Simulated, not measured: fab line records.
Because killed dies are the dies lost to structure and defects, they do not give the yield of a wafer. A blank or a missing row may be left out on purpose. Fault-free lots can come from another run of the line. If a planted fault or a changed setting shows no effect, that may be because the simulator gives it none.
One fault seen from 2 desks -- flow gf180mcu -- numbers are kept per desk, each desk with only its own; the story behind them comes last

## FOR THE TOOL OWNER'S DESK: wet bench-04
The tool's own readings at GF_DUAL_GATE_CLEAN_14 (cleans in SC1/SC2, time 150 s): means of the sampled wafers that have a number, for each lot that ran on this tool. Any lot whose mean is over 4 standard deviations away from the usual mean is out of limits and marked OUT; that distance is given in the brackets.
Columns: A = temp c at GF_DUAL_GATE_CLEAN_14, usual 69.99 C
lot,first seen here,A
L224,day 8 16:35,70.07
L226,day 9 05:34,70.03
L229,day 10 10:14,70.18
L231,day 10 12:13,70.05
L235,day 11 18:11,69.94
L244,day 14 12:40,69.99
L246,day 15 03:02,70.03
Result from this desk: across the 7 lots, nothing is out of limits.

## FROM THE METROLOGY DESK
Means of the sampled wafers that have a number, per lot and without regard to the tool the lot ran on: this is what the gauges read. Any lot whose mean is over 4 standard deviations away from the usual mean is out of limits and marked OUT; that distance is given in the brackets.
Columns: A = MIM_ALCU_THK at GF_MIM_THK_MEAS_11, usual 202.8 nm; B = PASSIVATION_CVD_02_THK at GF_PASSIVATION_THK_MEAS_03, usual 704 nm
lot,first seen here,A,B
L223,day 25 03:02,198.3,698
L224,day 25 03:47,203.7,701
L225,day 25 09:08,199.8,701
L226,day 25 14:32,200.5,696
L227,day 25 19:56,203.4,704
L228,day 26 15:24,203.8,719
L229,day 27 01:28,202.4,699
L231,day 27 04:16,204.3,696
L232,day 27 15:33,202.1,713
L234,day 28 15:46,203.7,717
L235,day 28 16:11,205.6,712
L244,day 31 01:05,203.1,705
L245,day 31 06:21,200.5,704
L246,day 31 11:46,204.9,706
Result from this desk: across the 14 lots, nothing is out of limits.

## BROUGHT TOGETHER
The tool owner's desk saw nothing out of limits.
The metrology desk saw nothing out of limits.

## WHAT WAS PUT IN BY THE SIMULATOR
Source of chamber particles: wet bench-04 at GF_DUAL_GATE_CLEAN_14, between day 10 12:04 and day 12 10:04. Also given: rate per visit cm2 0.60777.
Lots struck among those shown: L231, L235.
